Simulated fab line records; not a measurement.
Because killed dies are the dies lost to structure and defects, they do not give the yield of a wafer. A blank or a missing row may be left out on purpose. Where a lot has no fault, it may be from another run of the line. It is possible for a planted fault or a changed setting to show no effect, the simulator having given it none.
fab line records | flow gf180mcu
record: lots: 5 wafers: 15 last-day: 34
route steps=602 shown NWELL@52 LVPWELL@54 MVSD@66 MVPSD@78
lots with no fault: from the same line, run without faults
start-h: the number of hours between the record's first day and the start of the first shown wafer of the lot | wait-h: time in hours since the lot's previous step | " repeats the value in the row above | L1.1+2: one row covering several wafers at once | - no value, or no start was given | * or withheld: withheld | < > ~ a bound
route shown NAME@n: names a module that has steps shown in the file, with the first one's number in the route | usual: the fault-free wafers' mean and standard deviation | same: alike in all rows | chamber/n: place in a boat | sites: the reading at each site | _std_site: the values' standard deviation | _edge_site: the outer-site mean with the inner-site mean subtracted | radius-mm: for every site, how far away it sits from the centre of the wafer | mask NAME#n: copy n | behind: the tool/chamber that last shaped the wafer | hold: what put the lot on hold/how long, in hours/how the hold closed | device: names the non-switching transistor (n, p or np) | end of line: tests run on the same wafers once the route is complete | where a step has no rows: the recipe by itself | killed: dies that structure and defects cost at the first sort, which is not the same as the wafer's yield | map: a wafer's dies, x killed, . not, _ none there
set.NAME: setting as actually run; set.NAME@STEP: the setting as run at that earlier step | model.NAME: the simulator's own value behind a step, which no gauge read
certain route steps with their lots: each step a table, each wafer a row
services: the hour from which a tool's chamber was out of use, counted from the record's first day as start-h (under 0 if before that day), plus the number of hours and why
== steps ==
step: GF_NWELL_STRIP_10
recipe: chemistry: O2/N2 power-w: 1400 pressure-mtorr: 1500 platen-temp-c: 250 o2-flow-sccm: 3000 n2-flow-sccm: 300 overash-fraction: 0.5
usual: drypump-motor-current-A: 5.8/0.56 heater-power-w: 340/27 oes-product-au: 0.722/0.0053 strip-time-to-endpoint-s: 36.95/0.11
columns lot.wafer tool chamber start-h wait-h drypump-motor-current-A heater-power-w oes-product-au rf-hours-counter-h strip-time-to-endpoint-s
L255.2 plasma-asher-01 1 104.81 0.1 6.6 380 0.717 46 36.85
L255.3 " 0 " " 5.3 319 0.720 - 36.90
L255.5 " 1 " " 6.6 387 0.714 - 36.96
L257.1 plasma-asher-04 1 115.93 0.1 6.1 344 0.719 33 37.07
L257.4 " 0 " " 5.9 326 0.722 - 37.03
L257.6 " 0 " " 5.9 322 0.727 - 37.07
L260.1 plasma-asher-03 1 133.62 0.1 4.8 294 0.718 2 36.93
L260.3 " 0 " " 6.1 372 0.730 - 36.90
L260.6 " 1 " " 4.8 292 0.719 - 36.91
L262.3 plasma-asher-03 1 145.34 0.1 4.8 288 0.729 - 36.95
L262.4 " 0 " " 6.1 371 0.729 - 36.90
L262.6 " 0 " " 6.1 378 0.723 - 37.06
L269.1 plasma-asher-01 0 182.46 0.1 5.3 324 0.727 55 36.90
L269.2 " 1 " " 6.6 373 0.722 55 36.89
L269.3 " 1 " " 6.6 374 0.721 - 36.82
step: GF_NWELL_TW_MEAS_11
usual: NWELL_TW: 1576/24
columns lot.wafer tool chamber start-h wait-h NWELL_TW
L255.2 film-metro-03 - 104.92 0.1 1565
L255.3 " - " " 1576
L255.5 " - " " 1572
L257.1 film-metro-03 - 116.03 0.1 1569
L257.4 " - " " 1574
L257.6 " - " " 1568
L260.1 film-metro-03 - 133.72 0.1 1580
L260.3 " - " " 1580
L260.6 " - " " 1583
L262.3 film-metro-04 - 145.43 0.1 1596
L262.4 " - " " 1598
L262.6 " - " " 1602
L269.1 film-metro-03 - 182.61 0.1 1577
L269.2 " - " " 1587
L269.3 " - " " 1575
step: GF_LVPWELL_DEHYDRATE_00
recipe: temp-c: 200 time-s: 60
step: GF_LVPWELL_HMDS_01
recipe: prime-time-s: 60 prime-temp-c: 120
step: GF_LVPWELL_COAT_02
recipe: spin-rpm: 2000 resist-thk-nm: 3000
step: GF_LVPWELL_SOFTBAKE_03
recipe: temp-c: 110 time-s: withheld
step: GF_LVPWELL_EXPOSE_04
recipe: mask-id: LVPWELL target-cd-nm: 600 na: 0.6 source-shape: conventional sigma-outer: 0.6 dose-mj: 260
step: GF_LVPWELL_PEB_05
recipe: temp-c: 115 time-s: withheld
step: GF_LVPWELL_DEVELOP_06
recipe: wall-angle-deg: 90 develop-time-s: 60 dev-temp-c: 23
step: GF_LVPWELL_OVL_MEAS_07
usual: LVPWELL_OVL: -0.6/1.5
columns lot.wafer tool chamber start-h wait-h LVPWELL_OVL[nm]
L255.2 overlay-02 - 119.10 - -2.7
L255.3 " - " " -4.3
L255.5 " - " " -3.5
L257.1 overlay-02 - 130.25 - 0.2
L257.4 " - " " -0.3
L257.6 " - " " -1.7
L260.1 overlay-02 - 148.75 - -1.4
L260.3 " - " " -0.5
L260.6 " - " " -2.4
L262.3 overlay-01 - 161.26 - -2.1
L262.4 " - " " -2.2
L262.6 " - " " -1.2
L269.1 overlay-02 - 199.12 - -1.1
L269.2 " - " " -1.7
L269.3 " - " " 0.2
step: GF_LVPWELL_IMPLANT_08
recipe: species: B energy-kev: 170 dose-cm2: 1.5e+13 tilt-deg: 0
step: GF_LVPWELL_IMPLANT_09
recipe: species: B energy-kev: 60 dose-cm2: 5e+12 tilt-deg: 0
step: GF_LVPWELL_STRIP_10
recipe: chemistry: O2/N2 power-w: 1400 pressure-mtorr: 1500 platen-temp-c: 250 o2-flow-sccm: 3000 n2-flow-sccm: 300 overash-fraction: 0.5
usual: drypump-motor-current-A: 5.7/0.47 heater-power-w: 334/21 oes-product-au: 0.722/0.0045 strip-time-to-endpoint-s: 36.96/0.074
columns lot.wafer tool chamber start-h wait-h drypump-motor-current-A heater-power-w oes-product-au rf-hours-counter-h strip-time-to-endpoint-s model.coat_of_LVPWELL_COAT_02.thk-nm
L255.2 plasma-asher-03 1 119.43 0.1 4.8 286 0.726 0 37.00 0
L255.3 " 0 " " 6.1 362 0.727 - 36.92 0
L255.5 " 1 " " 4.8 287 0.721 - 37.05 0
L257.1 plasma-asher-02 0 130.59 0.1 5.9 339 0.722 44 37.03 0
L257.4 " 1 " " 5.2 332 0.723 - 37.04 0
L257.6 " 0 " " 6.0 335 0.724 - 37.03 0
L260.1 plasma-asher-03 0 149.09 0.1 6.1 368 0.950 3 - 1134
L260.3 " 1 " " 4.8 294 0.953 - - 1131
L260.6 " 1 " " 4.8 299 0.952 - - 1130
L262.3 plasma-asher-04 1 161.62 0.1 6.1 336 0.732 - 37.03 0
L262.4 " 0 " " 5.9 319 0.725 - 37.09 0
L262.6 " 1 " " 6.1 340 0.721 - 36.94 0
L269.1 plasma-asher-02 0 199.46 0.1 6.0 342 0.718 51 37.08 0
L269.2 " 1 " " 5.2 337 0.721 51 36.97 0
L269.3 " 1 " " 5.2 319 0.718 - 36.99 0
step: GF_LVPWELL_TW_MEAS_11
usual: LVPWELL_TW: 560/9.6
columns lot.wafer tool chamber start-h wait-h LVPWELL_TW
L255.2 film-metro-04 - 119.54 0.1 568
L255.3 " - " " 571
L255.5 " - " " 573
L257.1 film-metro-01 - 130.69 0.1 550
L257.4 " - " " 555
L257.6 " - " " 548
L260.1 film-metro-03 - 149.19 0.1 559
L260.3 " - " " 557
L260.6 " - " " 560
L262.3 film-metro-01 - 161.70 0.1 554
L262.4 " - " " 552
L262.6 " - " " 554
L269.1 film-metro-01 - 199.56 0.1 547
L269.2 " - " " 546
L269.3 " - " " 549
step: GF_MVSD_DEHYDRATE_00
recipe: temp-c: 200 time-s: 60
step: GF_MVSD_HMDS_01
recipe: prime-time-s: 60 prime-temp-c: 120
step: GF_MVSD_COAT_02
recipe: spin-rpm: 2000 resist-thk-nm: 3000
step: GF_MVSD_SOFTBAKE_03
recipe: temp-c: 110 time-s: withheld
step: GF_MVSD_EXPOSE_04
recipe: mask-id: MVSD target-cd-nm: 1000 na: 0.6 source-shape: conventional sigma-outer: 0.6 dose-mj: 260
step: GF_MVSD_PEB_05
recipe: temp-c: 115 time-s: withheld
step: GF_MVSD_DEVELOP_06
recipe: wall-angle-deg: 90 develop-time-s: 60 dev-temp-c: 23
step: GF_MVSD_OVL_MEAS_07
usual: MVSD_OVL: -0.7/1.4
columns lot.wafer tool chamber start-h wait-h MVSD_OVL[nm]
L255.2 overlay-01 - 134.11 - 1.1
L255.3 " - " " 0.9
L255.5 " - " " -0.7
L257.1 overlay-01 - 145.69 - 0.9
L257.4 " - " " 2.2
L257.6 " - " " 3.0
L260.1 overlay-01 - 164.80 - -3.0
L260.3 " - " " -0.8
L260.6 " - " " -0.4
L262.3 overlay-02 - 177.56 - 1.2
L262.4 " - " " -0.1
L262.6 " - " " 0.7
L269.1 overlay-01 - 217.00 - -0.7
L269.2 " - " " 0.4
L269.3 " - " " 0.8
step: GF_MVSD_IMPLANT_08
recipe: species: P energy-kev: 400 dose-cm2: 1.6e+13 tilt-deg: 0
step: GF_MVSD_IMPLANT_09
recipe: species: P energy-kev: 100 dose-cm2: 5e+12 tilt-deg: 0
step: GF_MVSD_STRIP_10
recipe: chemistry: O2/N2 power-w: 1400 pressure-mtorr: 1500 platen-temp-c: 250 o2-flow-sccm: 3000 n2-flow-sccm: 300 overash-fraction: 0.5
usual: drypump-motor-current-A: 5.9/0.34 heater-power-w: 335/14 oes-product-au: 0.723/0.0048 strip-time-to-endpoint-s: 36.93/0.094
columns lot.wafer tool chamber start-h wait-h drypump-motor-current-A heater-power-w oes-product-au rf-hours-counter-h strip-time-to-endpoint-s
L255.2 plasma-asher-04 1 134.44 0.1 6.1 350 0.720 35 36.97
L255.3 " 1 " " 6.1 338 0.722 - 37.01
L255.5 " 1 " " 6.1 332 0.727 - 36.92
L257.1 plasma-asher-04 1 146.03 0.1 6.1 343 0.714 36 36.80
L257.4 " 0 " " 5.9 328 0.718 - 36.79
L257.6 " 1 " " 6.1 343 0.727 - 36.87
L260.1 plasma-asher-04 0 165.13 0.1 5.9 322 0.720 38 53.69
L260.3 " 0 " " 5.9 320 0.725 - 53.50
L260.6 " 1 " " 6.1 343 0.733 - 53.61
L262.3 plasma-asher-04 1 177.91 0.1 6.1 343 0.719 - 36.96
L262.4 " 0 " " 6.0 323 0.719 - 36.92
L262.6 " 0 " " 6.0 319 0.719 - 36.80
L269.1 plasma-asher-02 1 217.33 0.1 5.2 325 0.722 53 37.02
L269.2 " 0 " " 5.9 339 0.716 53 37.00
L269.3 " 1 " " 5.2 330 0.728 - 37.07
step: GF_MVSD_TW_MEAS_11
usual: MVSD_TW: 1579/29
columns lot.wafer tool chamber start-h wait-h MVSD_TW
L255.2 film-metro-04 - 134.55 0.1 1613
L255.3 " - " " 1615
L255.5 " - " " 1617
L257.1 film-metro-01 - 146.13 0.1 1566
L257.4 " - " " 1549
L257.6 " - " " 1547
L260.1 film-metro-03 - 165.23 0.1 37
L260.3 " - " " 38
L260.6 " - " " 39
L262.3 film-metro-04 - 178.00 0.1 1624
L262.4 " - " " 1627
L262.6 " - " " 1624
L269.1 film-metro-01 - 217.43 0.1 1557
L269.2 " - " " 1552
L269.3 " - " " 1558
step: GF_MVPSD_DEHYDRATE_00
recipe: temp-c: 200 time-s: 60
== services ==
columns tool chamber start-h hours kind
plasma-asher-01 - 85.06 0.9 repair
plasma-asher-03 - 108.75 9.0 pm
plasma-asher-03 0 108.75 9.0 vent-cycle
plasma-asher-03 1 108.75 9.0 vent-cycle
plasma-asher-02 - 115.54 10.8 pm
plasma-asher-03 0 117.75 - clean
plasma-asher-03 1 117.75 - clean
plasma-asher-03 - 199.03 2.1 repair
== key ==
first-sign: step: GF_LVPWELL_STRIP_10 reading: oes-product-au direction: up sigmas: 51 usual: 0.722 struck: 0.952
effect: step: GF_MVSD_STRIP_10 reading: strip-time-to-endpoint-s direction: up sigmas: 99+ usual: * struck: *
effect: step: GF_MVSD_TW_MEAS_11 reading: MVSD_TW direction: down sigmas: 54 usual: 1579 struck: 38
model-effect: step: GF_LVPWELL_STRIP_10 value: coat_of_LVPWELL_COAT_02.thk-nm without: 0 struck: 1132
met-at GF_LVPWELL_STRIP_10
struck-wafers L260.1,L260.3,L260.6
sort-left-out L260.1,L260.3,L260.6
tester-left-out L260
onset-between 119.43 149.09
fault: kind: strip-aborted tool: plasma-asher-03 chamber: - onset-h: 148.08 steps: GF_LVPWELL_STRIP_10 offset: 0.63622 end-h: 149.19
tester-left-out: of these lots the tester's yield and bins aren't shown, on N5 and GAA mostly nor the transistor test; their killed dies are dies lost to structure and defects alone, not to doping, threshold or leakage, so they don't give the yield
sort-left-out: the simulated sort isn't trusted on such a fault, so these wafers' sort isn't shown, and their yield isn't known
